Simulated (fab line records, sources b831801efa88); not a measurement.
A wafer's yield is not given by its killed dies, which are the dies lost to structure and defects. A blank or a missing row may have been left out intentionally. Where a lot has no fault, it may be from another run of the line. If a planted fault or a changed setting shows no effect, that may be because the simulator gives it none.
Problem report, 8D (eight disciplines) form, completed by code | flow sky130 | the parts of the form that need people (team, actions taken, sign-off) are left out

== 1. WHAT IS WRONG ==
Across 6 wafers from 2 lots, LDD_P_TW at SKY_LDD_P_TW_MEAS_11 averages 2575, while fault-free wafers read 635 with a standard deviation of 4. So: +99 or more standard deviations from the usual mean.
Earliest sighting: wafer L862.1 on filmMetro-02 at day 24 18:34. The record has a number at this step for 42 wafers belonging to 14 lots. By rule, "out" or "out of limits" means more than 4 standard deviations away from the usual mean. The other wafers with a number count as sound.

== 2. WHAT IT IS, AND WHAT IT ISN'T ==
question                    | is                         | is not
which readings at this step | LDD_P_TW                   | -
which lots                  | L862, L863                 | L847, L848, L849, L850, L851, L852, L854, L855, L857, L868, L869, L870
which wafers of those lots  | all that have a number     | -
read on which gauges        | filmMetro-01, filmMetro-02 | filmMetro-03
when                        | from day 24 18:34          | up to then (27 sound wafers); but 9 sound wafers of L868, L869, L870 came after

== 3. SUSPECTS, AND WHAT RULES EACH OUT ==
Counting: a tool at a process step up to the reading stays a suspect if it ran every lot that is out and no sound lot after the first of them.
- the gauge at SKY_LDD_P_TW_MEAS_11 has been ruled out. The wafers that are out were read on 2 gauges (filmMetro-01, filmMetro-02).
- rieDiel-02 at SKY_FIELD_ISO_ETCH_14 (etches BARC in N2/H2, stops on SiO2, time 45.9 s, target depth 60 nm): ruled out as a lasting fault. The sound lots L868, L869, L870 went through it after L862, its earliest lot that is out (day 5 10:18).
- lithoTrack-02 at SKY_LDD_N_COAT_02 (resist thk 300 nm): ruled out as a lasting fault. The sound lots L870 went through it after L862, its earliest lot that is out (day 22 19:08).
Left after counting: nothing in the record.

== 4. THE CAUSE (what the simulator had put in) ==
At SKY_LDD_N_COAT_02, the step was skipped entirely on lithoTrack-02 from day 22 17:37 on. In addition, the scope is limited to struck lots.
The count ruled it out by mistake, since the rule takes a fault to strike every lot its tool runs from the start of the fault on, and this one did not do so.

== 5. THE EFFECT CHAIN, in route order ==
One row per reading whose mean, taken over the struck wafers that have a number, lies over 3 standard deviations from the usual. Only readings for which the record gives a usual standard deviation are gone through. hours: the time from each lot's start at the first step in this table that gives one to its start at this step, as a median over the lots. sigmas: the change in usual standard deviations.
hours | step                   | reading    | usual | on struck wafers | change | sigmas
0     | SKY_LDD_P_TW_MEAS_11   | LDD_P_TW   | 635   | 2575             | +1940  | +99 or more
29    | SKY_LDD_HVN_TW_MEAS_10 | LDD_HVN_TW | 1435  | 2695             | +1260  | +99 or more
Readings that are blank on the struck wafers while sound wafers have them: chillPlateTempC at SKY_LDD_N_COAT_02; dispensePressureKPa at SKY_LDD_N_COAT_02; LDD_N_OVL at SKY_LDD_N_OVL_MEAS_07.
At these later measuring or inspecting steps, every struck wafer for which the step has a row has a number for every such reading, and none has moved that far: SKY_SD_P_OVL_MEAS_08.

== 6. HOW IT WOULD HAVE BEEN CAUGHT EARLIER ==
49 hours passed between the start of the fault at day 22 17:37 and the first reading out of limits at a measuring or inspecting step in this record, taken at day 24 18:34.
Between SKY_LDD_N_COAT_02 and SKY_LDD_P_TW_MEAS_11, SKY_LDD_N_OVL_MEAS_07 gave no LDD_N_OVL on the struck wafers, where sound wafers have one: a measuring or inspecting step that comes back empty is itself a sign.
At SKY_LDD_N_COAT_02 the tool's readings are blank on the struck wafers, where sound wafers have them: an empty tool record is the first sign, and it was there at once.
